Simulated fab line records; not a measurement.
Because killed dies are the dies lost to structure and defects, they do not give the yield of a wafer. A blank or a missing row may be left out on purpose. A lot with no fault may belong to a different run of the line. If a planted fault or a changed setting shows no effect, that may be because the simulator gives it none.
Which tool is to blame? | flow gf180mcu | 6 lots with 18 wafers sampled at 2 steps, on a route of 602 steps

WHAT THE GAUGES READ, wafer by wafer
GF_M1_OVL_MEAS_15.
lot  | measured     | on         | M1_OVL (nm)
L874 | day 17 10:29 | overlay-02 | -1 -5 -2
L877 | day 18 20:05 | overlay-02 | -4 -9 -13
L882 | day 20 21:53 | overlay-01 | -10 -7 -1
L884 | day 21 04:43 | overlay-01 | 12 -6 -5
L891 | day 24 05:32 | overlay-02 | -8 0 6
L894 | day 24 14:49 | overlay-02 | 12 13 2

TOOL THAT RAN EACH LOT (tool first, then ch and the chambers of the sampled wafers, then the start)
lot  | GF_M1_SPUTTER_02
L874 | pvdSputter-03, day 16 10:48
L877 | pvdSputter-03, day 17 20:18
L882 | pvdSputter-02, day 19 21:23
L884 | pvdSputter-01, day 20 04:50
L891 | pvdSputter-03, day 23 11:19
L894 | pvdSputter-01, day 23 17:04
- GF_M1_SPUTTER_02: material AlCu, target thk 450 nm, time 23.9 s.

THE ANSWER, worked out from the rows above alone
Rule: the lots themselves supply what counts as usual. The widest of any qualifying gaps counts: lots, ordered by their means at a reading, are off when they make up no more than a third of the lots, leave a main group of 4 or more, and stand apart from it by 3 or more times the standard deviation of that group's means. Not used: any main group whose means are identical at the precision the tables above print for the reading. A lot without any number at a reading at which 4 lots or more have one is off too. All remaining lots with rows at the step are treated as sound.
No lot is off at any reading shown: from this, nothing can be told.

WHAT THE SIMULATOR HAD PUT IN
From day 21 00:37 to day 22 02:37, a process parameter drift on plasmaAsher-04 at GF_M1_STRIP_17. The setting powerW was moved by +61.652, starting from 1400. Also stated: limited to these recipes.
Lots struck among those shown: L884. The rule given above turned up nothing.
